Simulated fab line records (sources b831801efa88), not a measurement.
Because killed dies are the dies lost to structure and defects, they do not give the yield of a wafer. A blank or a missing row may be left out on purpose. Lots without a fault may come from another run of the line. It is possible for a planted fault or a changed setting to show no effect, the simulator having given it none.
Matching of chambers + flow sky130 + SKY_LI_CONTACT_CMP_02 on cmp-02: 4 sister chambers
The step polishes PSG. 4 wafers are shown with their chamber, then 7 later ones without.

WAFERS WITH THEIR CHAMBER
| wafer  | chamber | motor-current-A (A) |
|--------|---------|---------------------|
| L830.6 | 2       | 12.1                |
| L833.4 | 0       | 13.7                |
| L834.2 | 3       | 13.8                |
| L834.3 | 1       | 11.1                |

WAFERS WITH NO CHAMBER GIVEN
| wafer  | motor-current-A (A) |
|--------|---------------------|
| L834.6 | 10.9                |
| L836.1 | 13.0                |
| L836.4 | 11.4                |
| L836.5 | 11.2                |
| L847.1 | 11.7                |
| L847.2 | 13.0                |
| L847.5 | 11.1                |

EACH ONE'S CHAMBER
| wafer  | from the rows above          | in truth |
|--------|------------------------------|----------|
| L834.6 | 1                            | 1        |
| L836.1 | can't be placed: 0 or 3 or 2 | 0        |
| L836.4 | can't be placed: 1 or 2      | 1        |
| L836.5 | can't be placed: 1 or 2      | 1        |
| L847.1 | can't be placed: 2 or 1      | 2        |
| L847.2 | can't be placed: 0 or 3 or 2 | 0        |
| L847.5 | 1                            | 1        |
2 of 7 placed correctly. Cannot be placed on the basis of these rows: 5; the candidates contain the true chamber in 5. Wrongly placed: 0.
How it was worked out, from the rows above alone: a wafer's distance from a chamber is the root of the sum, over the readings, of the square of ((its reading less the chamber's mean) divided by the reading's scatter). If the next closest chamber is less than 2 further off than the closest, the wafer can't be placed; otherwise it belongs to the closest. Each chamber's mean is taken over the wafers shown for it. The scatter: root of mean squared gap, hidden wafer to nearest shown wafer, with one shown wafer a chamber.
